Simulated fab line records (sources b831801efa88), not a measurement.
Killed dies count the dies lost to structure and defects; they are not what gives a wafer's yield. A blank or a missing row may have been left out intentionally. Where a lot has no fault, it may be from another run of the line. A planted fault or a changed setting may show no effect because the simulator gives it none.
Comparing a struck lot with a sound one :: flow sky130 :: 43 steps out of a route of 708
Sound: the wafers L596.3, L596.4, L596.6. Wafers L605.1, L605.3, L605.4 were the ones struck. Last of all comes the cause.
For every step that has rows: the tool of each side, followed by ch and its chambers, followed by its first start. Under that, the readings that differ: sound wafers :: struck wafers :: difference of the means :: sigmas: that difference in standard deviations of wafers without a fault.
alike: words and numbers the same on both sides, and readings whose means are apart by under 2 such deviations; not compared: readings that were withheld, readings missing a value for some wafer, numbers with overlapping values and no deviation given by the record, and bounds like >300 which may hide the same value.
The two part at a step that has a row with sigmas, a row that says differs or no value, or rows on one side only. When numbers do not overlap yet have no deviation, they are printed without sigmas and do not part them. Lack of a reading on every wafer of one side parts them only where that side has two or more wafers.

first, 4 steps without rows for these wafers: SKY_FIELD_ISO_SOFTBAKE_09 (time 90 s); SKY_FIELD_ISO_EXPOSE_10 (exposes mask FOM, target cd 150 nm); SKY_FIELD_ISO_PEB_11; SKY_FIELD_ISO_DEVELOP_12 (develop time 60 s).
SKY_FIELD_ISO_CD_MEAS_13: target cd 150 nm.
  sound on cd-sem-01, day 5 01:04; struck on cd-sem-02, day 7 03:35
  alike: cd-nm
SKY_FIELD_ISO_ETCH_14: etches BARC in N2/H2, stops on SiO2, time 45.9 s, target depth 60 nm.
  sound on rie-diel-01 ch 0,2, day 5 01:08; struck on rie-diel-01 ch 0,1,3, day 7 03:43
  alike: drypump-motor-current-A, oes-product-au, throttle-valve-pct
  not compared: rf-hours-counter-h
then, 1 step without rows for these wafers: SKY_FIELD_ISO_ETCH_15 (etches the open film in CHF3/O2, stops on Si, target depth 180 nm, time 72 s).
SKY_FIELD_ISO_STRIP_16: strips in O2/N2.
  sound on plasma-asher-02 ch 0,1, day 5 01:17; struck on plasma-asher-01 ch 0,1, day 7 03:49
  alike: drypump-motor-current-A, oes-product-au, strip-time-to-endpoint-s
  not compared: rf-hours-counter-h
SKY_FIELD_ISO_ETCH_17: etches Si in HBr/Cl2/O2, target depth 342 nm, time 97.7 s.
  sound on rie-si-01 ch 0,3, day 5 01:20; struck on rie-si-02 ch 0,2,3, day 7 03:55
  alike: drypump-motor-current-A, oes-product-au, throttle-valve-pct
  not compared: rf-hours-counter-h
then, 3 steps without rows for these wafers: SKY_FIELD_ISO_WET_ETCH_18 (etches Si3N4 in H3PO4, target depth 25 nm, time 286 s); SKY_FIELD_ISO_CLEAN_19 (cleans in SC1/SC2, time 150 s); SKY_FIELD_ISO_CLEAN_20 (cleans in dHF, time 20 s).
SKY_FIELD_ISO_WET_ETCH_21: etches SiO2 in dHF, target depth 20 nm, time 400 s.
  sound on wet-bench-04 ch 2, day 5 01:34; struck on wet-bench-04 ch 3, day 7 04:08
  alike: temp-c
then, 1 step without rows for these wafers: SKY_FIELD_ISO_OXIDATION_22 (stabilise 600 s, purge 300 s, target thk 10 nm).
SKY_FIELD_ISO_THK_MEAS_23:
  sound on film-metro-02, day 5 03:17; struck on film-metro-04, day 7 07:52
reading: FIELD_ISO_OXIDATION_01_THK (nm)
sound: 9.78 9.89 9.77
struck: 10.28 10.33 10.39
difference: +0.52
sigmas: +2
then, 1 step without rows for these wafers: SKY_FIELD_ISO_CVD_24 (deposits SiO2, target thk 595 nm, time 99.2 s).
SKY_FIELD_ISO_THK_MEAS_25:
  sound on film-metro-03, day 5 03:25; struck on film-metro-03, day 7 08:01
  alike: FIELD_ISO_CVD_24_THK
then, 1 step without rows for these wafers: SKY_FIELD_ISO_ANNEAL_26 (time 1800 s).
SKY_FIELD_ISO_CMP_27: polishes, stops on Si3N4, t overpolish 16 s, target thk 457.8 nm.
  sound on cmp-01 ch 1,3, day 5 05:00; struck on cmp-02 ch 0,1,3, day 7 11:53
  alike: head-pressure-psi, motor-current-A, overpolish-run-s, platen-rpm, time-to-endpoint-s
then, 5 steps without rows for these wafers: SKY_FIELD_ISO_WET_ETCH_28 (etches SiO2 in dHF, target depth 23.7 nm, time 47 s); SKY_FIELD_ISO_WET_ETCH_29 (etches Si3N4 in H3PO4, target depth 160 nm, time 1825 s); SKY_FIELD_ISO_WET_ETCH_30 (etches SiO2 in dHF, target depth 25 nm, time 50 s); SKY_NWELL_CLEAN_00 (cleans in SC1/SC2, time 150 s); SKY_NWELL_OXIDATION_01 (stabilise 600 s, purge 300 s, target thk 10 nm).
SKY_NWELL_THK_MEAS_02:
  sound on film-metro-02, day 5 07:53; struck on film-metro-01, day 7 16:02
  alike: NWELL_OXIDATION_THK
then, 8 steps without rows for these wafers: SKY_DNWELL_DEHYDRATE_00 (time 60 s); SKY_DNWELL_HMDS_01 (prime time 60 s); SKY_DNWELL_COAT_02 (resist thk 3000 nm); SKY_DNWELL_SOFTBAKE_03; SKY_DNWELL_EXPOSE_04 (exposes mask DNM, target cd 3000 nm); SKY_DNWELL_PEB_05; SKY_DNWELL_DEVELOP_06 (develop time 60 s); SKY_DNWELL_IMPLANT_07.
SKY_DNWELL_STRIP_08: strips in O2/N2.
  sound on plasma-asher-04 ch 0,1, day 6 01:31; struck on plasma-asher-04 ch 0,1, day 8 12:50
  alike: drypump-motor-current-A, oes-product-au, strip-time-to-endpoint-s
  not compared: rf-hours-counter-h
SKY_DNWELL_TW_MEAS_09:
  sound on film-metro-01, day 6 01:35; struck on film-metro-01, day 8 12:56
  alike: DNWELL_TW
then, 7 steps without rows for these wafers: SKY_PWDE_DEHYDRATE_00 (time 60 s); SKY_PWDE_HMDS_01 (prime time 60 s); SKY_PWDE_COAT_02 (resist thk 3000 nm); SKY_PWDE_SOFTBAKE_03; SKY_PWDE_EXPOSE_04 (exposes mask PWDEM, target cd 840 nm); SKY_PWDE_PEB_05; SKY_PWDE_DEVELOP_06 (develop time 60 s).
-- the record jumps here: 42 days lie between the struck wafers' starts before and after (it left off in module PWDE and takes up again in module PAD_OPEN, whose first step shown is number 708 of the route) --
SKY_PAD_OPEN_PROBE_99:
  sound on prober-02, day 49 01:50; struck on prober-02, day 50 22:03
reading: killed-at-front-end
sound: 26 24 20
struck: 65 64 61
difference: +40
sigmas: +9

reading: killed-dies
sound: 100 94 92
struck: 129 118 122
difference: +28
sigmas: +3
  alike: killed_at_M0_to_M3, killed_at_M4_up, killed-at-contacts, killed-at-other, killed-open, killed-short

WHERE THEY PART
First at SKY_FIELD_ISO_THK_MEAS_23; last, within this record, at SKY_PAD_OPEN_PROBE_99.

WHY: what had been put in by the simulator
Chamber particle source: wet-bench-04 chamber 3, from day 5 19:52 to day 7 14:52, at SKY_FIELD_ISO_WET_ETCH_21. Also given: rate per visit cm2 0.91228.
